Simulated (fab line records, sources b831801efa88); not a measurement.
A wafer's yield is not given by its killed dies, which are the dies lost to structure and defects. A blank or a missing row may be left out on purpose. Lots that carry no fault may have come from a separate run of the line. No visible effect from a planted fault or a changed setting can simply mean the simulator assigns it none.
Which tool is to blame? | flow sfq_line | 45 wafers from 15 lots sampled at 4 of the route's 325 steps

## WHAT EACH GAUGE READ, for each wafer
SFQ_M1_OVL_MEAS_911. Usual: M1_OVL 1 nm, standard deviation 4.1.
lot  | measured     | on         | M1_OVL (nm) | flag
L169 | day 15 11:32 | overlay-02 | 0 -6 -3     |
L170 | day 15 20:03 | overlay-02 | 0 -6 -1     |
L171 | day 15 23:40 | overlay-01 | 0 0 2       |
L172 | day 16 07:50 | overlay-02 | 0 -3 -2     |
L173 | day 16 17:31 | overlay-01 | 0 1 2       |
L174 | day 16 22:18 | overlay-02 | 2 4 6       |
L175 | day 18 04:34 | overlay-02 | -2 -6 2     |
L176 | day 18 09:22 | overlay-02 | 2 2 3       |
L177 | day 18 18:59 | overlay-02 | -7 -9 -4    |
L178 | day 18 23:46 | overlay-01 | 2 4 -1      |
L179 | day 20 22:34 | overlay-02 | -3 -2 -3    |
L181 | day 22 00:59 | overlay-01 | 7 5 9       |
L183 | day 22 17:46 | overlay-02 | 2 1 -2      |
L184 | day 22 21:22 | overlay-01 | 0 11 8      |
L185 | day 24 14:47 | overlay-02 | 6 10 9      |

## WHICH TOOL RAN EACH LOT (tool, then ch and the chambers of the sampled wafers, then the start)
lot  | SFQ_TRILAYER_INCOMING_OXIDATION_002 | SFQ_TRILAYER_L0_VIA_STRIP_STRIP_017 | SFQ_TRILAYER_M0_STRIP_STRIP_025
L169 | furnace-02 ch 0, day 1 15:07        | rie_metal-04 ch 0,1, day 5 01:38    | rie_metal-03 ch 0,1, day 5 18:40
L170 | furnace-02 ch 0, day 1 20:07        | rie_metal-03 ch 1, day 5 05:14      | rie_metal-04 ch 0,1, day 5 22:16
L171 | furnace-01 ch 0, day 2 01:07        | rie_metal-01 ch 0,1, day 5 13:50    | rie_metal-02 ch 0,1, day 6 05:40
L172 | furnace-02 ch 0, day 2 06:07        | rie_metal-01 ch 0,1, day 5 18:26    | rie_metal-03 ch 0,1, day 6 16:13
L173 | furnace-01 ch 0, day 2 11:07        | rie_metal-04 ch 0,1, day 6 03:02    | rie_metal-02 ch 0,1, day 7 03:19
L174 | furnace-02 ch 0, day 2 16:07        | rie_metal-03 ch 0,1, day 6 09:02    | rie_metal-03 ch 0,1, day 7 09:19
L175 | furnace-01 ch 0, day 2 21:07        | rie_metal-01 ch 0,1, day 6 13:38    | rie_metal-03 ch 0,1, day 7 13:55
L176 | furnace-02 ch 0, day 3 02:07        | rie_metal-04 ch 0,1, day 6 18:26    | rie_metal-03 ch 0,1, day 7 18:43
L177 | furnace-01 ch 0, day 3 07:07        | rie_metal-01 ch 0,1, day 7 06:10    | rie_metal-03 ch 0,1, day 8 03:19
L178 | furnace-02 ch 0, day 3 12:07        | rie_metal-04 ch 0,1, day 7 08:22    | rie_metal-03 ch 1, day 8 06:43
L179 | furnace-01 ch 0, day 3 17:07        | rie_metal-03 ch 0, day 9 07:56      | rie_metal-04 ch 0,1, day 10 02:08
L181 | furnace-01 ch 0, day 4 03:07        | rie_metal-04 ch 0,1, day 9 19:56    | rie_metal-04 ch 0,1, day 10 15:32
L183 | furnace-01, day 4 13:07             | rie_metal-04 ch 0,1, day 10 06:32   | rie_metal-03 ch 1, day 11 03:43
L184 | furnace-02, day 4 18:07             | rie_metal-01 ch 0,1, day 10 10:08   | rie_metal-04 ch 0,1, day 11 08:08
L185 | furnace-01, day 4 23:07             | rie_metal-03 ch 0,1, day 10 16:20   | rie_metal-04 ch 0,1, day 12 05:29
- SFQ_TRILAYER_INCOMING_OXIDATION_002: target thk 500 nm, ox time 4939 s.
- SFQ_TRILAYER_L0_VIA_STRIP_STRIP_017: strips in O2.
- SFQ_TRILAYER_M0_STRIP_STRIP_025: strips in O2.

## WHAT THE TOOLS THEMSELVES READ (means of the sampled wafers that have a number; where no wafer has one, the mark that the record gives instead)
SFQ_TRILAYER_INCOMING_OXIDATION_002. Usual: ox_temp_c 999.9 C, standard deviation 0.44; ox_temp_c_max 1006.6, standard deviation 2.4; spike_tc_bottom_C 1017 C, standard deviation 3.5; spike_tc_top_C 1007.5 C, standard deviation 1.1; tube_center_temp_C_max 1002.6, standard deviation 0.41; zone_power_bottom_pct 38.9 %, standard deviation 0.41.
lot  | tool       | ox_temp_c (C) | ox_temp_c_max | spike_tc_bottom_C (C) | spike_tc_top_C (C) | tube_center_temp_C_max | zone_power_bottom_pct (%) | flag
L169 | furnace-02 | 1000.1        | 1005.4        | 1014                  | 1009.4             | 1002.3                 | 38.8                      |
L170 | furnace-02 | 1000.0        | 1005.0        | 1015                  | 1008.4             | 1002.6                 | 38.7                      |
L171 | furnace-01 | 999.8         | 1008.4        | 1022                  | 1006.8             | 1003.1                 | 39.0                      |
L172 | furnace-02 | 1000.0        | 1005.0        | 1015                  | 1008.0             | 1002.5                 | 39.0                      |
L173 | furnace-01 | 1000.3        | 1007.9        | 1020                  | 1006.1             | 1002.0                 | 39.0                      |
L174 | furnace-02 | 999.7         | 1004.1        | 1014                  | 1006.5             | 1002.6                 | 38.5                      |
L175 | furnace-01 | 999.9         | 1009.0        | 1021                  | 1008.4             | 1002.4                 | 38.6                      |
L176 | furnace-02 | 999.9         | 1003.8        | 1015                  | 1008.8             | 1002.6                 | 38.9                      |
L177 | furnace-01 | 999.7         | 1008.0        | 1021                  | 1006.3             | 1002.8                 | 38.8                      |
L178 | furnace-02 | 999.9         | 1004.3        | 1015                  | 1008.5             | 1002.7                 | 38.8                      |
L179 | furnace-01 | 1000.1        | 1009.1        | 1021                  | 1007.4             | 1002.4                 | 39.1                      |
L181 | furnace-01 | 1000.3        | 1010.7        | 1021                  | 1006.4             | 1003.0                 | 39.3                      |
L183 | furnace-01 | -             | -             | -                     | -                  | -                      | -                         | OFF
L184 | furnace-02 | -             | -             | -                     | -                  | -                      | -                         | OFF
L185 | furnace-01 | -             | -             | -                     | -                  | -                      | -                         | OFF

SFQ_TRILAYER_L0_VIA_STRIP_STRIP_017. Usual: drypump_motor_current_A 5.4 A, standard deviation 0.47; oes_product_au 0.999 a.u., standard deviation 0.0071.
lot  | tool         | drypump_motor_current_A (A) | oes_product_au (a.u.) | flag
L169 | rie_metal-04 | 5.1                         | 1.002                 |
L170 | rie_metal-03 | 4.9                         | 0.998                 |
L171 | rie_metal-01 | 5.7                         | 0.999                 |
L172 | rie_metal-01 | 5.7                         | 0.996                 |
L173 | rie_metal-04 | 5.2                         | 1.007                 |
L174 | rie_metal-03 | 5.7                         | 0.995                 |
L175 | rie_metal-01 | 5.7                         | 0.999                 |
L176 | rie_metal-04 | 5.2                         | 1.010                 |
L177 | rie_metal-01 | 5.9                         | 1.002                 |
L178 | rie_metal-04 | 5.2                         | 1.000                 |
L179 | rie_metal-03 | 6.1                         | 0.992                 |
L181 | rie_metal-04 | 5.1                         | 0.985                 |
L183 | rie_metal-04 | 5.1                         | 0.993                 |
L184 | rie_metal-01 | 5.9                         | 0.998                 |
L185 | rie_metal-03 | 5.4                         | 0.993                 |

SFQ_TRILAYER_M0_STRIP_STRIP_025. Usual: drypump_motor_current_A 5.4 A, standard deviation 0.54; oes_product_au 0.997 a.u., standard deviation 0.0073.
lot  | tool         | drypump_motor_current_A (A) | oes_product_au (a.u.) | flag
L169 | rie_metal-03 | 5.3                         | 0.996                 |
L170 | rie_metal-04 | 5.2                         | 1.003                 |
L171 | rie_metal-02 | 5.9                         | 0.996                 |
L172 | rie_metal-03 | 5.6                         | 0.995                 |
L173 | rie_metal-02 | 6.2                         | 0.993                 |
L174 | rie_metal-03 | 5.3                         | 0.993                 |
L175 | rie_metal-03 | 5.7                         | 1.000                 |
L176 | rie_metal-03 | 5.4                         | 0.995                 |
L177 | rie_metal-03 | 5.7                         | 0.995                 |
L178 | rie_metal-03 | 4.9                         | 1.000                 |
L179 | rie_metal-04 | 5.1                         | 0.989                 |
L181 | rie_metal-04 | 5.1                         | 1.002                 |
L183 | rie_metal-03 | 4.9                         | 0.993                 |
L184 | rie_metal-04 | 5.1                         | 1.005                 |
L185 | rie_metal-04 | 5.2                         | 1.002                 |

## THE ANSWER, worked out from the rows above alone
Rule: lot off if the mean of its wafers having a number is beyond 3 standard deviations from the usual mean. Also off: a lot with no number at a reading for which 4 or more lots have one. The other lots that the step has rows for count as sound. First the gauges in route order, then the tools' own readings, where a lot's mean is used as printed above. The first step at which some lot is off is used, and at that step the reading that is off furthest; a lot without a number counts as furthest.
Off at SFQ_TRILAYER_INCOMING_OXIDATION_002 (ox_temp_c): L183, L184, L185. Without a number there: L183, L184, L185.
If a tool, at that step or one of the process steps before it, ran each lot that is off and ran no sound lot following the first of them, it fits. Of those tried, none fits.

## WHAT THE SIMULATOR HAD PUT IN
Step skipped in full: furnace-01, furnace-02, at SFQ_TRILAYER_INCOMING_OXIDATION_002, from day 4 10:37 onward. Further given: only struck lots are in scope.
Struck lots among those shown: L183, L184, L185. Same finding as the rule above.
